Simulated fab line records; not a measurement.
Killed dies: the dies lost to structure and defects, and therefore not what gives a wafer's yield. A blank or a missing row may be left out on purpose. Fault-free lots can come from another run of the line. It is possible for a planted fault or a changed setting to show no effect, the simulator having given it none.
fab line records | flow sfq-line
[record] lots = 14 wafers = 41 last-day = 87
route steps=325 shown I5@237 I6@268 M7@294 I7@297
lots that met no fault: taken from a fault-free run of the same line
start-h: the number of hours between the record's first day and the start of the first shown wafer of the lot | wait-h: how many hours have passed since the lot's step before this one | " repeats the value in the row above | L1.1+2: one row covering several wafers at once | - no value, or no start was given | * or withheld: withheld | < > ~ a bound
route shown NAME@n: names a module that has steps shown in the file, with the first one's number in the route | usual: average and standard deviation across the fault-free wafers | same: alike in all rows | chamber/n: place in a boat | sites: per-site readings | _std_site: standard deviation of those values | _edge_site: the outer-site mean with the inner-site mean subtracted | radius-mm: how far each site lies from the wafer's centre | mask NAME#n: copy n | behind: the most recent tool/chamber to have shaped the wafer | hold: the reason the lot was held/the length of the hold in hours/how it ended | device: the transistor (n, p or np) that didn't switch | end of line: the same wafers' tests at the end of the route | where a step has no rows: the recipe by itself | killed: count of dies lost to structure and defects at first sort (not the wafer's yield) | map: shows each die of a wafer: x if killed, . if not, _ if none is there
set.NAME: setting as actually run; set.NAME@STEP: the setting as run at that earlier step | model.NAME: the simulator's own value behind a step, which no gauge read
the route's steps for a sample of lots (tables are steps, rows are wafers)
services: from which hour (start-h, from the record's first day; less than 0 if before it) a tool's chamber was out of use, for how many hours, and why
[[steps]]
[step SFQ_TRILAYER_I5_ETCH_VIA_ETCH_147]
[recipe] stop-on = Nb mask-material = PR chemistry = CHF3 target-depth-nm = 360 source-w = 500 bias-w = 80 pressure-mtorr = 30 time-s = withheld
[usual] drypump-motor-current-A = 5.7/0.52 oes-product-au = 0.990/0.0056 rf-fwd-power-W = 498.6/1.3
// columns lot.wafer tool chamber start-h wait-h drypump-motor-current-A oes-product-au rf-fwd-power-W
L810.2 rie-diel-01 2 1427.51 0.0 5.9 0.983 498.5
L810.4 " 3 " " 5.9 0.990 497.8
L810.6 " 0 " " 5.5 0.987 496.0
L811.1 rie-diel-01 2 1433.51 0.0 5.9 0.992 497.3
L811.3 " 0 " " 5.5 0.992 500.6
L811.6 " 2 " " 6.0 0.989 496.8
L812.1 rie-diel-01 0 1444.59 0.0 5.5 0.991 495.4
L812.3 " 2 " " 5.9 0.989 496.4
L812.4 " 0 " " 5.5 0.985 497.3
L813.1 rie-diel-01 3 1505.76 0.0 5.9 0.991 499.8
L813.2 " 0 " " 5.5 0.987 500.2
L813.5 " 1 " " 5.1 0.986 498.6
L814.2 rie-diel-03 1 1510.31 0.0 6.6 0.990 499.2
L814.5 " 2 " " 5.7 0.989 500.6
L814.6 " 1 " " 6.6 0.989 499.4
L815.3 rie-diel-03 1 1624.06 0.0 6.5 0.986 498.4
L815.4 " 2 " " 5.7 0.997 499.7
L815.6 " 3 " " 4.8 0.987 497.3
L817.2 rie-diel-01 3 1675.66 0.0 5.9 0.980 499.4
L817.6 " 0 " " 5.5 0.991 499.3
L818.2 rie-diel-04 3 1681.79 0.0 6.2 0.992 497.9
L818.3 " 0 " " 6.5 0.998 498.2
L818.6 " 2 " " 6.1 0.988 499.1
L823.1 rie-diel-03 2 1700.64 0.0 5.7 0.985 498.3
L823.3 " 1 " " 6.6 0.991 500.2
L823.4 " 0 " " 5.7 0.996 499.1
L829.3 rie-diel-03 2 1740.67 0.0 5.7 0.989 498.8
L829.4 " 3 " " 4.8 0.994 498.9
L829.6 " 2 " " 5.7 0.996 498.7
L830.1 rie-diel-01 3 1744.27 0.0 5.9 0.983 501.6
L830.4 " 2 " " 6.0 0.997 497.6
L830.5 " 0 " " 5.5 0.991 498.8
L831.1 rie-diel-03 3 1747.87 0.0 4.7 0.994 498.0
L831.3 " 1 " " 6.6 0.989 497.8
L831.6 " 0 " " 5.8 0.995 498.8
L832.3 rie-diel-04 3 1752.67 0.0 6.2 0.994 499.4
L832.4 " 2 " " 6.2 0.985 497.7
L832.5 " 1 " " 5.7 0.985 499.2
L833.1 rie-diel-01 0 1756.27 0.0 5.5 0.991 499.1
L833.2 " 2 " " 5.9 1.001 499.4
L833.3 " 1 " " 5.1 0.993 497.4
[step SFQ_I6_BOW_MEAS_941]
[recipe] mode = bow
[usual] I6_BOW = 5/11
// columns lot.wafer tool chamber start-h wait-h I6_BOW[um]
L810.2 film-metro-01 - 1578.52 1.0 1
L810.4 " - " " 1
L810.6 " - " " 7
L811.1 film-metro-02 - 1584.50 1.5 9
L811.3 " - " " 21
L811.6 " - " " 14
L812.1 film-metro-01 - 1637.66 2.0 14
L812.3 " - " " 15
L812.4 " - " " 10
L813.1 film-metro-03 - 1639.19 1.0 11
L813.2 " - " " 12
L813.5 " - " " -2
L814.2 film-metro-02 - 1642.21 2.0 0
L814.5 " - " " -6
L814.6 " - " " 0
L815.3 film-metro-03 - 1643.70 2.0 16
L815.4 " - " " 4
L815.6 " - " " 13
L817.2 film-metro-03 - 1737.16 1.0 -12
L817.6 " - " " -7
L818.2 film-metro-03 - 1809.63 1.0 3
L818.3 " - " " 22
L818.6 " - " " 13
L823.1 film-metro-03 - 1819.68 2.0 1
L823.3 " - " " -3
L823.4 " - " " 9
L829.3 film-metro-02 - 1845.56 1.0 -4
L829.4 " - " " -3
L829.6 " - " " -1
L830.1 film-metro-02 - 1847.34 1.5 19
L830.4 " - " " 10
L830.5 " - " " 8
L831.1 film-metro-02 - 1850.34 1.0 -10
L831.3 " - " " -9
L831.6 " - " " -14
L832.3 film-metro-01 - 1851.67 1.0 -4
L832.4 " - " " 9
L832.5 " - " " 9
L833.1 film-metro-01 - 1854.63 2.5 2
L833.2 " - " " 17
L833.3 " - " " 5
[step SFQ_TRILAYER_M7_STRIP_STRIP_181]
[recipe] gas = O2 power-w = 200 platen-temp-c = 40 overash-fraction = 0.65 chemistry = O2 pressure-mtorr = 50
[usual] drypump-motor-current-A = 5.5/0.49 oes-product-au = 0.999/0.0076
// columns lot.wafer tool chamber start-h wait-h drypump-motor-current-A oes-product-au rf-hours-counter-h
L810.2 rie-metal-03 1 1720.17 0.1 6.5 1.002 67
L810.4 " 1 " " 6.4 0.998 -
L810.6 " 1 " " 6.4 0.995 -
L811.1 rie-metal-02 0 1729.89 0.1 5.5 0.988 72
L811.3 " 1 " " 5.7 1.006 -
L811.6 " 0 " " 5.5 0.991 -
L812.1 rie-metal-04 0 1770.91 0.1 4.9 1.009 22
L812.3 " 1 " " 5.5 0.998 -
L812.4 " 0 " " 4.9 1.010 -
L813.1 rie-metal-04 0 1772.78 0.1 4.9 0.998 22
L813.2 " 1 " " 5.5 1.006 95
L813.5 " 0 " " 4.9 1.011 -
L814.2 rie-metal-03 0 1775.24 0.1 5.1 1.006 106
L814.5 " 1 " " 6.4 0.992 -
L814.6 " 0 " " 5.1 0.989 -
L815.3 rie-metal-03 0 1776.70 0.3 5.1 0.994 -
L815.4 " 1 " " 6.4 1.003 -
L815.6 " 0 " " 5.1 1.006 -
L817.2 rie-metal-02 1 1806.94 0.1 5.7 0.992 108
L817.6 " 1 " " 5.7 0.987 -
L818.2 rie-metal-02 1 1819.42 0.1 5.7 0.993 110
L818.3 " 1 " " 5.7 0.990 -
L818.6 " 0 " " 5.5 0.996 -
L823.1 rie-metal-04 0 1835.02 0.1 4.9 1.001 34
L823.3 " 1 " " 5.5 0.998 -
L823.4 " 0 " " 4.9 1.009 -
L829.3 rie-metal-02 0 1961.95 0.2 5.5 0.996 -
L829.4 " 1 " " 5.7 0.991 -
L829.6 " 0 " " 5.4 0.991 -
L830.1 rie-metal-03 1 1970.15 0.1 6.4 0.987 98
L830.4 " 0 " " 5.1 0.992 -
L830.5 " 1 " " 6.4 1.000 -
L831.1 rie-metal-04 1 2051.01 0.1 5.4 0.998 2
L831.3 " 0 " " 4.9 1.007 -
L831.6 " 1 " " 5.4 0.994 -
L832.3 rie-metal-02 0 2052.41 0.2 5.5 0.993 -
L832.4 " 1 " " 5.7 0.992 -
L832.5 " 1 " " 5.7 1.000 -
L833.1 rie-metal-04 0 2057.01 0.1 4.9 1.011 57
L833.2 " 1 " " 5.5 0.989 3
L833.3 " 0 " " 4.9 1.019 -
[step SFQ_TRILAYER_I7_CMP_CMP_184]
[recipe] material = SiO2 down-force-psi = 3 platen-rpm = 60 pad-velocity-m-s = 0.94248
[usual] head-pressure-psi = 3.000/0.007 motor-current-A = 9.7/0.93 time-to-endpoint-s = 218/6.3
// columns lot.wafer tool chamber start-h wait-h head-pressure-psi motor-current-A time-to-endpoint-s
L810.2 cmp-01 2 1721.02 0.0 2.998 9.0 212
L810.4 " 1 1722.52 1.5 3.006 9.8 214
L810.6 " 3 1723.52 2.5 3.005 8.4 220
L811.1 cmp-01 0 1731.74 1.0 2.986 10.3 217
L811.3 " 1 " " 3.004 9.6 219
L811.6 " 3 1733.24 2.5 3.002 8.6 226
L812.3 cmp-02 0 1771.77 0.0 3.009 9.3 210
L812.4 " 2 1772.77 1.0 3.001 9.7 224
L812.1 " 3 " " 2.986 12.3 220
L813.2 cmp-02 2 1775.27 1.7 3.009 9.7 221
L813.1 " 0 1776.27 2.7 2.998 9.7 215
L813.5 " 1 " " 3.006 9.8 221
L814.2 cmp-02 2 1778.27 2.0 3.005 9.9 208
L814.5 " 1 1779.77 3.5 3.004 9.6 223
L814.6 " 2 " " 3.005 9.8 225
L815.4 cmp-01 1 1778.81 1.3 3.005 9.6 223
L815.3 " 3 1779.81 2.4 3.001 8.5 221
L815.6 " 0 " " 3.003 10.2 225
L817.2 cmp-02 3 1808.29 0.5 2.766 10.8 221
L817.6 " 2 1809.79 2.0 2.771 9.0 232
L818.3 cmp-02 3 1820.78 0.5 2.769 11.5 215
L818.2 " 1 1821.78 1.5 2.773 9.7 225
L818.6 " 2 " " 2.782 9.1 232
L823.4 cmp-01 3 1838.29 2.4 3.012 8.8 231
L823.3 " 0 " " 2.998 10.4 224
L823.1 " 1 " " 3.004 9.7 218
L829.3 cmp-01 2 1963.32 0.5 2.982 9.4 220
L829.4 " 0 1964.32 1.5 2.987 9.6 218
L829.6 " 2 1965.32 2.5 2.989 9.6 220
L830.4 cmp-02 0 1971.04 0.0 2.991 9.5 208
L830.1 " 2 1972.04 1.1 2.991 9.5 216
L830.5 " 0 1973.04 2.0 2.992 9.8 210
L831.3 cmp-02 1 2052.52 0.6 3.003 9.9 216
L831.1 " 3 2053.52 1.6 3.013 12.6 214
L831.6 " 0 " " 3.006 9.9 218
L832.4 cmp-01 0 2055.26 2.2 2.987 10.2 222
L832.3 " 2 2056.26 3.2 2.996 8.7 217
L832.5 " 3 " " 2.996 8.4 217
L833.2 cmp-02 1 2058.38 0.5 2.999 10.2 204
L833.3 " 2 " " 3.000 9.6 203
L833.1 " 3 " " 3.008 12.0 209
[[services]]
// columns tool chamber start-h hours kind
rie-diel-01 3 1475.94 6.2 repair
rie-diel-01 0 1487.98 16.4 repair
cmp-02 - 1491.90 0.3 repair
rie-diel-01 1 1507.52 4.5 repair
cmp-02 - 1549.07 5.4 repair
rie-diel-01 1 1560.54 3.1 repair
cmp-02 - 1584.50 8.3 pm
cmp-02 - 1593.64 9.3 repair
cmp-02 - 1602.91 4.0 pm
cmp-02 - 1623.91 4.6 pm
rie-diel-01 - 1624.64 2.1 repair
rie-diel-01 0 1639.94 9.8 repair
rie-diel-01 - 1684.68 2.8 pm
rie-diel-01 1 1753.49 1.4 repair
cmp-02 - 1756.25 2.6 repair
rie-diel-01 0 1785.38 8.0 repair
rie-diel-01 1 1788.18 8.6 repair
cmp-02 - 1904.79 3.1 repair
cmp-02 - 1934.99 1.2 repair
cmp-02 - 1942.91 4.0 pm
cmp-02 - 1952.67 7.6 pm
cmp-02 - 1996.49 0.6 repair
cmp-02 - 2001.27 5.8 repair
cmp-02 - 2003.00 1.5 repair
[[key]]
[first-sign] step = SFQ_TRILAYER_I7_CMP_CMP_184 reading = head-pressure-psi direction = down sigmas = 33 usual = 3.000 struck = 2.772
effect none on later readings
met-at SFQ_TRILAYER_I7_CMP_CMP_184
struck-lots L817,L818
not-acting-at SFQ_TRILAYER_I5_ETCH_VIA_ETCH_147,SFQ_I6_BOW_MEAS_941,SFQ_TRILAYER_M7_STRIP_STRIP_181
onset-between 1778.27 1808.29
[fault] kind = process-parameter-drift tool = cmp-02 chamber = - onset-h = 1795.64 steps = SFQ_TRILAYER_I7_CMP_CMP_184 channel = down-force-psi offset = -0.22913 shape = step end-h = 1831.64 acts-in = these-recipes-only stated = 3
